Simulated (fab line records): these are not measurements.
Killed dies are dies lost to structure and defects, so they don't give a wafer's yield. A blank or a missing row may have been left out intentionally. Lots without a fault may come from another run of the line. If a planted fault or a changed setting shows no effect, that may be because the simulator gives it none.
One fault seen from 2 desks || flow gf180mcu || each desk has only its own numbers; what lay behind them comes last

## METROLOGY DESK
What the gauges read for every lot (on any tool): the sampled wafers with a number, averaged. A lot is out of limits, marked OUT, if its mean lies more than 4 standard deviations from the usual mean; the brackets give that distance.
Columns: A = DUAL_GATE_OXIDATION_00_THK at GF_DUAL_GATE_THK_MEAS_03, usual 10.91 nm; B = HV_LDD_RS at GF_HV_LDD_RS_MEAS_53, usual 418.9 ohm/sq
{"lot": "L472", "first seen here": "day 7 15:24", "A": 11.05, "B": 419.2}
{"lot": "L473", "first seen here": "day 7 21:46", "A": 11.35, "B": 420.8}
{"lot": "L474", "first seen here": "day 8 07:52", "A": 11.02, "B": 418.0}
{"lot": "L475", "first seen here": "day 8 14:44", "A": 10.66, "B": 419.3}
{"lot": "L477", "first seen here": "day 9 11:01", "A": 10.98, "B": 419.3}
{"lot": "L481", "first seen here": "day 10 05:02", "A": 10.76, "B": 418.0}
{"lot": "L484", "first seen here": "day 10 23:17", "A": 10.76, "B": "412.0 (-7.2) OUT"}
{"lot": "L485", "first seen here": "day 11 07:58", "A": 11.08, "B": "412.4 (-6.8) OUT"}
{"lot": "L489", "first seen here": "day 12 09:02", "A": 10.99, "B": 419.7}
{"lot": "L493", "first seen here": "day 13 11:04", "A": 10.92, "B": 419.4}
{"lot": "L494", "first seen here": "day 13 21:23", "A": 11.06, "B": 419.9}
{"lot": "L495", "first seen here": "day 14 01:37", "A": 10.95, "B": 419.2}
This desk's finding: out of limits on L484, L485; first on L484, day 16 07:10 (HV_LDD_RS at GF_HV_LDD_RS_MEAS_53). L472, L473, L474, L475, L477, L481, L489, L493, L494, L495: within limits.

## TOOL OWNER'S DESK, implanter-04
The tool's own readings at GF_HV_LDD_IMPLANT_36: means of the sampled wafers that have a number, for each lot that ran on this tool. A lot is out of limits, marked OUT, if its mean lies more than 4 standard deviations from the usual mean; the brackets give that distance.
Columns: A = beam on s at GF_HV_LDD_IMPLANT_36, usual 10.00 s; B = faraday current uA at GF_HV_LDD_IMPLANT_36, usual 42.3; C = rotation deg at GF_HV_LDD_IMPLANT_36, usual 270.00 degrees
{"lot": "L473", "first seen here": "day 11 21:32", "A": 10.07, "B": 42.0, "C": 270.01}
{"lot": "L477", "first seen here": "day 13 13:35", "A": 9.95, "B": 42.4, "C": 269.98}
{"lot": "L481", "first seen here": "day 14 12:11", "A": 9.99, "B": 42.2, "C": 269.99}
{"lot": "L484", "first seen here": "day 15 08:44", "A": "13.24 (+15) OUT", "B": "31.9 (-11) OUT", "C": 270.07}
{"lot": "L485", "first seen here": "day 15 20:37", "A": "13.00 (+14) OUT", "B": "32.5 (-11) OUT", "C": 269.98}
{"lot": "L493", "first seen here": "day 18 12:56", "A": 10.07, "B": 41.9, "C": 269.96}
{"lot": "L495", "first seen here": "day 19 04:02", "A": 10.09, "B": 41.9, "C": 269.95}
This desk's finding: out of limits on L484, L485; first on L484, day 15 08:44 (beam on s at GF_HV_LDD_IMPLANT_36). L473, L477, L481, L493, L495: within limits.

## ALL TOGETHER
An alarm could have come from the tool owner's desk at day 15 08:44, on L484, L485.
An alarm was possible from the metrology desk at day 16 07:10, on L484, L485.
Of the lots named, all ran GF_HV_LDD_IMPLANT_36 on implanter-04.

## WHAT WAS PUT IN BY THE SIMULATOR
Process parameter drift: implanter-04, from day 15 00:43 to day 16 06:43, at GF_HV_LDD_IMPLANT_36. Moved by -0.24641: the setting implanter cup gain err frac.
Shown lots that were struck: L484, L485.
Hours from the fault's start to each desk's first reading out of limits: the tool owner's desk, 8; the metrology desk, 30.
